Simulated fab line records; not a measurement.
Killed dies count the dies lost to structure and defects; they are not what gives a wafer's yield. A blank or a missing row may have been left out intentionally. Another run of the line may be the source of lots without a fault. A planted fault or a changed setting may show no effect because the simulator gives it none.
Which tool did it? | flow sky130 | 14 lots with 42 wafers sampled at 4 steps, on a route of 708 steps

## WHAT THE GAUGES READ, wafer by wafer
SKY_VIA2_OVL_MEAS_13.
lot  | measured     | on         | VIA2_OVL (nm)
L908 | day 36 17:53 | overlay-02 | -1 5 0
L909 | day 36 19:32 | overlay-01 | -1 -4 -1
L911 | day 37 23:34 | overlay-02 | -2 -1 5
L913 | day 38 08:35 | overlay-01 | -5 -3 -6
L912 | day 38 09:14 | overlay-02 | 2 -3 10
L914 | day 38 09:45 | overlay-01 | 2 -7 -4
L917 | day 39 17:50 | overlay-01 | 7 -1 12
L916 | day 39 21:59 | overlay-02 | 15 -2 6
L918 | day 40 02:01 | overlay-01 | 5 13 9
L919 | day 40 12:29 | overlay-01 | -2 -7 -9
L928 | day 42 12:27 | overlay-01 | -6 6 0
L929 | day 42 17:38 | overlay-01 | -6 -4 5
L930 | day 43 02:50 | overlay-01 | 3 10 -3
L931 | day 43 05:47 | overlay-02 | 4 5 10

SKY_VIA2_RS_MEAS_22: a four-point-probe measurement.
lot  | measured     | on            | VIA2_W_RS (ohm/sq)
L908 | day 36 18:50 | film-metro-01 | 0.275 0.272 0.277
L909 | day 36 20:31 | film-metro-03 | 0.272 0.275 0.273
L911 | day 38 00:29 | film-metro-04 | 0.270 0.270 0.271
L913 | day 38 09:31 | film-metro-01 | 0.280 0.274 0.277
L912 | day 38 10:10 | film-metro-01 | 0.277 0.277 0.279
L914 | day 38 10:43 | film-metro-03 | 0.267 0.272 0.276
L917 | day 39 18:46 | film-metro-01 | 0.276 0.273 0.273
L916 | day 39 22:55 | film-metro-01 | 0.272 0.273 0.277
L918 | day 40 03:04 | film-metro-03 | 0.272 0.277 0.274
L919 | day 40 13:25 | film-metro-01 | 0.270 0.270 0.265
L928 | day 42 13:24 | film-metro-01 | 0.270 0.275 0.273
L929 | day 42 18:34 | film-metro-01 | 0.273 0.273 0.273
L930 | day 43 03:47 | film-metro-04 | 0.275 0.269 0.266
L931 | day 43 06:43 | film-metro-01 | 0.278 0.276 0.276

## EACH LOT AND THE TOOL THAT RAN IT (in order: tool; ch and the chambers of the sampled wafers; start)
lot  | SKY_LDD_N_IMPLANT_14            | SKY_VIA2_CVD_21
L908 | implanter-03 ch 0, day 18 01:50 | cvd-w-01 ch 0,1, day 36 18:41
L909 | implanter-02 ch 0, day 18 02:32 | cvd-w-01 ch 0,1, day 36 20:22
L911 | implanter-01 ch 0, day 19 13:27 | cvd-w-02 ch 0, day 38 00:21
L913 | implanter-02 ch 0, day 19 22:28 | cvd-w-01 ch 0,1, day 38 09:23
L912 | implanter-03 ch 0, day 19 23:57 | cvd-w-01 ch 0,1, day 38 10:02
L914 | implanter-01 ch 0, day 20 00:18 | cvd-w-02 ch 0,1, day 38 10:35
L917 | implanter-03 ch 0, day 21 18:42 | cvd-w-01 ch 0,1, day 39 18:38
L916 | implanter-02 ch 0, day 21 19:00 | cvd-w-01 ch 0,1, day 39 22:47
L918 | implanter-03 ch 0, day 22 02:39 | cvd-w-01 ch 0, day 40 02:48
L919 | implanter-02 ch 0, day 22 13:09 | cvd-w-02 ch 0,1, day 40 13:17
L928 | implanter-01 ch 0, day 25 03:28 | cvd-w-02 ch 0,1, day 42 13:17
L929 | implanter-01 ch 0, day 25 11:04 | cvd-w-01 ch 0,1, day 42 18:26
L930 | implanter-03 ch 0, day 25 23:59 | cvd-w-02 ch 0,1, day 43 03:38
L931 | implanter-03 ch 0, day 26 03:34 | cvd-w-01 ch 0,1, day 43 06:35
- SKY_LDD_N_IMPLANT_14
- SKY_VIA2_CVD_21: deposits W, target thk 420 nm, time 126.4 s.

## AS READ BY THE TOOLS THEMSELVES (means over the sampled wafers that have a number; for cases with no such wafer, the mark the record gives instead)
SKY_LDD_N_IMPLANT_14.
lot  | tool         | dose-ions-cm2 | faraday-current-uA
L908 | implanter-03 | 5e+12         | 28.1
L909 | implanter-02 | 5e+12         | 28.0
L911 | implanter-01 | 5e+12         | 27.9
L913 | implanter-02 | 5e+12         | 28.4
L912 | implanter-03 | 5e+12         | 27.9
L914 | implanter-01 | 5e+12         | 28.1
L917 | implanter-03 | 5e+12         | 27.7
L916 | implanter-02 | 5e+12         | 28.6
L918 | implanter-03 | 5e+12         | 28.2
L919 | implanter-02 | 5e+12         | 28.4
L928 | implanter-01 | 3e+12         | 17.6
L929 | implanter-01 | 3e+12         | 17.4
L930 | implanter-03 | 5e+12         | 27.8
L931 | implanter-03 | 5e+12         | 28.3

SKY_VIA2_CVD_21.
lot  | tool     | heater-power-w (W)
L908 | cvd-w-01 | 949
L909 | cvd-w-01 | 942
L911 | cvd-w-02 | 834
L913 | cvd-w-01 | 929
L912 | cvd-w-01 | 950
L914 | cvd-w-02 | 961
L917 | cvd-w-01 | 896
L916 | cvd-w-01 | 896
L918 | cvd-w-01 | 909
L919 | cvd-w-02 | 916
L928 | cvd-w-02 | 908
L929 | cvd-w-01 | 897
L930 | cvd-w-02 | 957
L931 | cvd-w-01 | 897

## THE ANSWER, worked out from the rows above alone
Rule: the lots themselves supply what counts as usual. Put in order of their means at a reading, lots are off if they are a third of the lots or fewer, leave a main group of 4 or more, and stand apart from it by a gap of 3 or more times the standard deviation of the main group's means; of several such gaps the widest counts. Not used: any main group whose means are identical at the precision the tables above print for the reading. Also off: a lot with no number at a reading for which 4 or more lots have one. All remaining lots with rows at the step are treated as sound. First the gauges in route order, then the tools' own readings, where a lot's mean is used as printed above. At the first step where some lot is off, the reading lying furthest off is the one used; lots without a number count as furthest.
Off at SKY_LDD_N_IMPLANT_14 (faraday-current-uA): L928, L929. Mean 28.1 and standard deviation 0.26 in the main group.
If a tool, at that step or one of the process steps before it, ran each lot that is off and ran no sound lot following the first of them, it fits. One fits: implanter-01 at SKY_LDD_N_IMPLANT_14. Its last sound lot is L914 (day 20 00:18), its first lot that is off L928 (day 25 03:28): a fault that began between those two fits.
The tool's own readings at SKY_LDD_N_IMPLANT_14 bear it out: on the lots that are off they differ by more than 5 times the standard deviation of the sound lots' means. dose-ions-cm2 reads 3e+12 there against 5e+12 on the sound lots; faraday-current-uA reads 17.5 there against 28.1 on the sound lots.

## WHAT HAD BEEN PUT IN BY THE SIMULATOR
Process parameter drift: implanter-01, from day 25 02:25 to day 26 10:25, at SKY_LDD_N_IMPLANT_14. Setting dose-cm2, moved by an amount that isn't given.
Struck lots among those shown: L928, L929. The same result came from the rule above.
